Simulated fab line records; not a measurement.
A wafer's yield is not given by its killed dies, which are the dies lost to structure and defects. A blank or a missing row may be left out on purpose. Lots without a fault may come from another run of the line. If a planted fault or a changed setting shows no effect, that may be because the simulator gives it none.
Which of the tools did it? / flow gf180mcu / Sampling: 6 lots, 18 wafers, 2 of 602 route steps

== WHAT THE GAUGES READ, wafer by wafer ==
GF_HV_LDD_CD_MEAS_46 targets a cd of 400 nm.
lot=L374; measured=day 13 01:26; on=cd_sem-02; cd_nm (nm)=397.6 401.5 398.4
lot=L380; measured=day 15 04:16; on=cd_sem-02; cd_nm (nm)=401.0 402.0 401.9
lot=L385; measured=day 16 20:43; on=cd_sem-02; cd_nm (nm)=399.9 402.2 401.9
lot=L388; measured=day 17 16:38; on=cd_sem-02; cd_nm (nm)=398.0 398.2 398.3
lot=L390; measured=day 18 04:51; on=cd_sem-01; cd_nm (nm)=398.6 396.1 398.1
lot=L392; measured=day 18 16:49; on=cd_sem-02; cd_nm (nm)=401.0 399.7 400.9

== WHICH TOOL RAN EACH LOT (tool, then ch and the chambers of the sampled wafers, then the start) ==
lot=L374; GF_HV_LDD_EXPOSE_43=iline_stepper-02 ch 0, day 12 15:39
lot=L380; GF_HV_LDD_EXPOSE_43=iline_stepper-02 ch 0, day 14 17:05
lot=L385; GF_HV_LDD_EXPOSE_43=iline_stepper-01 ch 0, day 16 09:59
lot=L388; GF_HV_LDD_EXPOSE_43=iline_stepper-01 ch 0, day 17 05:53
lot=L390; GF_HV_LDD_EXPOSE_43=iline_stepper-02 ch 0, day 17 16:59
lot=L392; GF_HV_LDD_EXPOSE_43=iline_stepper-02 ch 0, day 18 05:23
- GF_HV_LDD_EXPOSE_43: exposes mask Pplus HV AREA, target cd 400 nm.

== THE ANSWER, worked out from the rows above alone ==
Rule: the lots themselves supply what counts as usual. The widest of any qualifying gaps counts: lots, ordered by their means at a reading, are off when they make up no more than a third of the lots, leave a main group of 4 or more, and stand apart from it by 3 or more times the standard deviation of that group's means. A main group whose means are all the same, to the digits that the tables above print for the reading, isn't used. A lot without any number at a reading at which 4 lots or more have one is off too. The other lots that the step has rows for count as sound.
Across all readings shown, no lot is off: no conclusion can be drawn from this.

== WHAT THE SIMULATOR HAD INSERTED ==
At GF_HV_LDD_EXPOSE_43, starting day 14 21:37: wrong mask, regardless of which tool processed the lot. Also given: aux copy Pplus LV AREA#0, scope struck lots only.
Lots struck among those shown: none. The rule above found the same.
